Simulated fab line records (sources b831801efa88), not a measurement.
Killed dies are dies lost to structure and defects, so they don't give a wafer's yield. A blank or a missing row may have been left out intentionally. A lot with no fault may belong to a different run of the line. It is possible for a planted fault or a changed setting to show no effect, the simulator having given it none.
Lot-split experiment	flow gf180mcu	5 lots, 23 wafers read, on a route of 602 steps

THE SPLIT
At GF_PASSIVATION_CVD_00 (deposits SiO2 from TEOS, target thk 1000 nm, time 111.95 s), the setting time_s was moved away from the recipe's 111.95 s on 4 of the 23 wafers read, by -10.9% to +5.5%. This setting was run at the recipe's value on the other wafers.

Split to reading: the file shows no intervening step.

THE READING
PASSIVATION_CVD_00_THK, in nm, at GF_PASSIVATION_THK_MEAS_01. Fault-free wafers of this fab line usually give 1002 nm, standard deviation 13 nm.

wafer	tool, chamber at the split	time_s as run, s	against the recipe	PASSIVATION_CVD_00_THK, nm	against lot-mates on the recipe
L074.1	pecvd-01, 0	99.76	-10.9%	871	-126
L074.3	pecvd-01, 2	111.95	recipe	972	-
L074.4	pecvd-01, 0	111.95	recipe	1012	-
L074.5	pecvd-01, 2	99.76	-10.9%	890	-107
L074.6	pecvd-01, 1	111.95	recipe	1007	-
L076.1	pecvd-03, 2	111.95	recipe	986	-
L076.2	pecvd-03, 1	111.95	recipe	989	-
L076.3	pecvd-03, 0	118.1	+5.5%	1048	+54
L076.5	pecvd-03, 2	118.1	+5.5%	1056	+62
L076.6	pecvd-03, 1	111.95	recipe	1006	-
L078.1	pecvd-04, 1	111.95	recipe	1003	-
L078.2	pecvd-04, 0	111.95	recipe	995	-
L078.3	pecvd-04, 2	111.95	recipe	994	-
L078.4	pecvd-04, 2	111.95	recipe	1017	-
L078.5	pecvd-04, 1	111.95	recipe	1009	-
L083.1	pecvd-03, 1	111.95	recipe	983	-
L083.2	pecvd-03, 0	111.95	recipe	998	-
L083.3	pecvd-03, 2	111.95	recipe	978	-
L083.4	pecvd-03, 1	111.95	recipe	986	-
L083.6	pecvd-03, 0	111.95	recipe	1015	-
L084.1	pecvd-03, 2	111.95	recipe	1017	-
L084.4	pecvd-03, 1	111.95	recipe	1000	-
L084.6	pecvd-03, 2	111.95	recipe	1021	-

THE FIT
A straight line over all 23 wafers: PASSIVATION_CVD_00_THK changes by +10.6 nm for each +1% of time_s; r = +0.94; the points scatter about the line by 14 nm.
The same after taking each lot's own level away (the mean of its wafers on the recipe; 23 wafers): +10.7 nm for each +1%; r = +0.96; scatter 12 nm.
According to that fit, moving time_s by its largest amount changes the reading by 1.2e+02 nm.
Measured against the standard deviation above, the lots' own levels, which go from 992.0 to 1012.7 nm, span 1.6 times it.
The two slopes are in agreement: the lot-to-lot level therefore moves the slope only a little.
Check: -110 nm against its lot-mates is what the line predicts for one of the wafers moved furthest among these (-10.9%) when that wafer is left out of the fit. It came out at -126 nm against them.

THESE WAFERS: OTHER SPLITS
Other splits were also applied to these wafers ahead of the reading. Each is held against what the fit with the lots' levels taken away leaves over:
other split on the same wafers	wafers away from the commonest value	r with PASSIVATION_CVD_00_THK (lot level and that fit taken away)
GF_V3_ETCH_17 source_w	10	+0.26
GF_M4_SPUTTER_03 power_w	11	-0.16
GF_M4_STRIP_17 pressure_mtorr	15	+0.00
GF_V4_CVD_00 sih4_flow_sccm	5	-0.09
GF_V4_PEB_12 peb_temp_c	11	+0.08
GF_V4_ETCH_17 bias_w	7	+0.42
GF_MIM_SPUTTER_01 power_w	8	+0.02
GF_MIM_SPUTTER_08 chamber_pressure_pa	15	+0.00
GF_TOP_METAL_SPUTTER_00 power_w	8	-0.26
GF_TOP_METAL_EXPOSE_11 dose_mj	5	-0.30

THE WHOLE CHAIN: every reading that the file lists as answering this split, in the file's order
step	what it does	reading	change (the file's fit)	r (the file's)
GF_PASSIVATION_CVD_00	deposits SiO2 from TEOS, target thk 1000 nm, time 111.95 s	SiO2_of_PASSIVATION_CVD_00.thk_nm (the simulator's own value, which no gauge read)	+10.6 nm for each +1% of the setting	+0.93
GF_PASSIVATION_THK_MEAS_01		PASSIVATION_CVD_00_THK	+10.7 for each +1% of the setting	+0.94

FILE'S OWN FIT
PASSIVATION_CVD_00_THK changes by +10.7 nm for each +1% of time_s, r = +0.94.
